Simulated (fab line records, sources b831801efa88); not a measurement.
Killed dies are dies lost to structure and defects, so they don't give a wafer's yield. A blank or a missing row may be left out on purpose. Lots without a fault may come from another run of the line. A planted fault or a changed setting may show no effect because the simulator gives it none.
A struck lot beside a sound one | flow sfq_line | 14 steps out of a route of 325
Sound: wafers L967.4, L967.5, L967.6. Struck: wafer L973.5. (L973.3, L973.4 of the same lot were not struck and are left out.) The cause comes at the end.
At each step with rows: each side's tool, then ch and its chambers, then its first start. Under that, the readings that differ: sound wafers | struck wafers | difference of the means | sigmas: that difference in standard deviations of wafers without a fault.
alike: readings whose means differ by less than 2 such deviations, and words and numbers that are the same on both sides. not compared: withheld readings, readings that some wafer has no value for, bounds like >300 that may hide the same value, and numbers for which the record gives no deviation and whose values overlap.
The two part at a step that has a row with sigmas, a row that says differs or no value, or rows on one side only. Numbers that don't overlap but have no deviation are shown without sigmas and don't part them. A reading that every wafer of one side lacks parts them only if that side has two wafers or more.

first, 6 steps without rows for these wafers: SFQ_TRILAYER_M7_LITHO_COAT_182 (resist thk 62 nm); SFQ_TRILAYER_M7_LITHO_COAT_177 (resist thk 600 nm); SFQ_TRILAYER_M7_LITHO_SOFTBAKE_181; SFQ_TRILAYER_M7_LITHO_EXPOSE_178 (exposes mask M7, target cd 500 nm); SFQ_TRILAYER_M7_LITHO_PEB_180 (peb time 60 s); SFQ_TRILAYER_M7_LITHO_DEVELOP_179 (time 60 s).
SFQ_M7_OVL_MEAS_945:
  sound on overlay-01, day 66 18:48; struck on overlay-02, day 68 07:12
  alike: M7_OVL
SFQ_TRILAYER_M7_BARC_OPEN_METAL_ETCH_229: etches BARC in O2, target depth 125 nm, time 41.7 s.
  sound on rie_metal-02 ch 0,1, day 66 18:50; struck on rie_metal-03 ch 0, day 68 07:15
  alike: drypump_motor_current_A, he_backside_leak_sccm, oes_product_au
  not compared: rf_hours_counter_h
SFQ_TRILAYER_M7_ETCH_METAL_ETCH_180: etches Nb in Cl2/Ar, stops on SiO2, target depth 240 nm, time 120 s.
  sound on rie_metal-02 ch 0,1, day 66 18:55; struck on rie_metal-03 ch 0, day 68 07:20
  alike: drypump_motor_current_A, he_backside_leak_sccm, oes_product_au
  not compared: rf_hours_counter_h
SFQ_TRILAYER_M7_STRIP_STRIP_181: strips in O2.
  sound on rie_metal-02 ch 0,1, day 66 19:12; struck on rie_metal-03 ch 0, day 68 07:37
  alike: drypump_motor_current_A, he_backside_leak_sccm, oes_product_au
  not compared: rf_hours_counter_h
then, 1 step without rows for these wafers: SFQ_TRILAYER_M7_STRIP_SOLV_CLEAN_182 (cleans in NMP, time 600 s).
SFQ_TRILAYER_I7_DEP_PECVD_183: deposits SiO2 from SiH4/N2O, time 111.11 s, target thk 500 nm.
  sound on pecvd-04 ch 0,1,2, day 66 19:49; struck on pecvd-01 ch 0, day 68 08:11
  alike: heater_power_w, throttle_valve_pct
SFQ_TRILAYER_I7_CMP_CMP_184: polishes SiO2.
  sound on cmp-02 ch 1,2, day 66 20:22; struck on cmp-01 ch 1, day 68 12:04
  reading                | sound       | struck | difference | sigmas
  time_to_endpoint_s (s) | 234 232 223 | 120    | -110       | -11
  alike: motor_current_A, retaining_ring_pressure_frac
SFQ_I7_BOW_MEAS_946:
  sound on film_metro-01, day 66 22:55; struck on film_metro-04, day 68 13:07
  alike: I7_BOW

WHERE THEY PART
Only at SFQ_TRILAYER_I7_CMP_CMP_184, within this record. Later steps at which nothing parts them and some readings are alike: SFQ_I7_BOW_MEAS_946.

WHY: what the simulator had put in
Process parameter drift: cmp-01, from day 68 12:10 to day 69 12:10, at SFQ_TRILAYER_I7_CMP_CMP_184. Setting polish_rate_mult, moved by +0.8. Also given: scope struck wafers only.
